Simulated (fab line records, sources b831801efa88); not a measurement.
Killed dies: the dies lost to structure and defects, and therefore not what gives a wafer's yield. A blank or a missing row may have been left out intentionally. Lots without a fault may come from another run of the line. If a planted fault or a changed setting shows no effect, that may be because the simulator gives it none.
Chamber matching + flow sky130 + SKY_VIA3_ETCH_15 on rieDiel-01 has 4 sister chambers
The step etches SiO2 in C4F8/O2/Ar, stops on TiN, target depth 507 nm, time 78 s. 16 wafers are shown with their chamber, then 8 later ones without.

WAFERS PAIRED WITH THEIR CHAMBERS
| wafer  | chamber | oesProductAu (a.u.) |
|--------|---------|---------------------|
| L082.3 | 3       | 0.933               |
| L082.4 | 1       | 0.927               |
| L082.5 | 2       | 0.941               |
| L085.1 | 2       | 0.935               |
| L085.2 | 3       | 0.940               |
| L085.3 | 1       | 0.934               |
| L085.4 | 0       | 0.944               |
| L085.5 | 3       | 0.939               |
| L085.6 | 0       | 0.928               |
| L088.1 | 1       | 0.942               |
| L088.3 | 2       | 0.935               |
| L088.4 | 3       | 0.938               |
| L094.1 | 0       | 0.939               |
| L094.2 | 3       | 0.936               |
| L094.6 | 3       | 0.926               |
| L096.1 | 2       | 0.931               |

SIGNATURES, as means of the wafers listed above
| reading      | chamber 0 | chamber 1 | chamber 2 | chamber 3 | scatter within a chamber |
|--------------|-----------|-----------|-----------|-----------|--------------------------|
| oesProductAu | 0.93700   | 0.93433   | 0.93550   | 0.93533   | 0.00601                  |
Rule: distance of a wafer from a chamber = root of the sum over the readings of ((wafer's reading minus chamber's mean) / reading's scatter) squared. The wafer belongs to the nearest chamber; if the next one is less than 2 further off, it can't be placed. The scatter is the square root of a quotient: the sum, over the shown wafers, of each reading's squared deviation from its chamber's mean, divided by wafers minus chambers.

WAFERS WHOSE CHAMBER IS MISSING
| wafer  | oesProductAu (a.u.) |
|--------|---------------------|
| L096.4 | 0.939               |
| L096.6 | 0.929               |
| L097.1 | 0.943               |
| L097.2 | 0.937               |
| L097.3 | 0.929               |
| L097.4 | 0.931               |
| L097.5 | 0.925               |
| L097.6 | 0.946               |

CHAMBER TAKEN BY EACH
| wafer  | from the rows above               | in truth |
|--------|-----------------------------------|----------|
| L096.4 | can't be placed: 0 or 2 or 3 or 1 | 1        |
| L096.6 | can't be placed: 1 or 3 or 2 or 0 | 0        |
| L097.1 | can't be placed: 0 or 2 or 3 or 1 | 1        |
| L097.2 | can't be placed: 0 or 2 or 3 or 1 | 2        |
| L097.3 | can't be placed: 1 or 3 or 2 or 0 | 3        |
| L097.4 | can't be placed: 1 or 3 or 2 or 0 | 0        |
| L097.5 | can't be placed: 1 or 3 or 2 or 0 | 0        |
| L097.6 | can't be placed: 0 or 2 or 3 or 1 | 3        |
0 of 8 placed correctly. Unplaceable from these rows: 8, with the true chamber sitting among the candidates in 8. Placed wrongly: 0.
